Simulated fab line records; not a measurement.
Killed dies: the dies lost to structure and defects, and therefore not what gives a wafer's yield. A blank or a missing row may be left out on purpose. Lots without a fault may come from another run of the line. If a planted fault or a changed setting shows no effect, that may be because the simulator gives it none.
Matching of chambers -- flow gf180mcu -- GF_V5_CVD_02 on pecvd-02: 3 sister chambers
The step deposits SiO2 from TEOS, target thk 1450 nm, time 163.28 s. 6 wafers are shown with their chamber, then 7 later ones without.

## WAFERS WITH THEIR CHAMBER
wafer,chamber,heaterPowerW (W)
L084.6,1,650
L088.1,2,638
L088.2,0,679
L088.4,1,643
L089.1,2,713
L089.2,0,739

## WAFERS WITHOUT THEIR CHAMBER
wafer,heaterPowerW (W)
L089.3,776
L089.4,559
L089.5,595
L089.6,644
L090.3,737
L090.4,584
L090.5,564

## THE CHAMBER EACH PASSED THROUGH
wafer,from the rows above,in truth
L089.3,can't be placed: 0 or 2 or 1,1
L089.4,can't be placed: 1 or 2 or 0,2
L089.5,can't be placed: 1 or 2 or 0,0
L089.6,can't be placed: 1 or 2 or 0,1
L090.3,can't be placed: 0 or 2 or 1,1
L090.4,can't be placed: 1 or 2 or 0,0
L090.5,can't be placed: 1 or 2 or 0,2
Correct placement for 0 of the 7. Cannot be placed on the basis of these rows: 7; the candidates contain the true chamber in 7. 0 placed wrongly.
How it was worked out, from the rows above alone: a wafer's distance from a chamber is the root of the sum, over the readings, of the square of ((its reading less the chamber's mean) divided by the reading's scatter). The wafer belongs to the nearest chamber; if the next one is less than 2 further off, it can't be placed. Each chamber's mean is taken over the wafers shown for it. How the scatter is found: for the shown wafers, subtract from each reading the mean of its chamber, square and add these, divide the total by (wafers less chambers), then take the root.
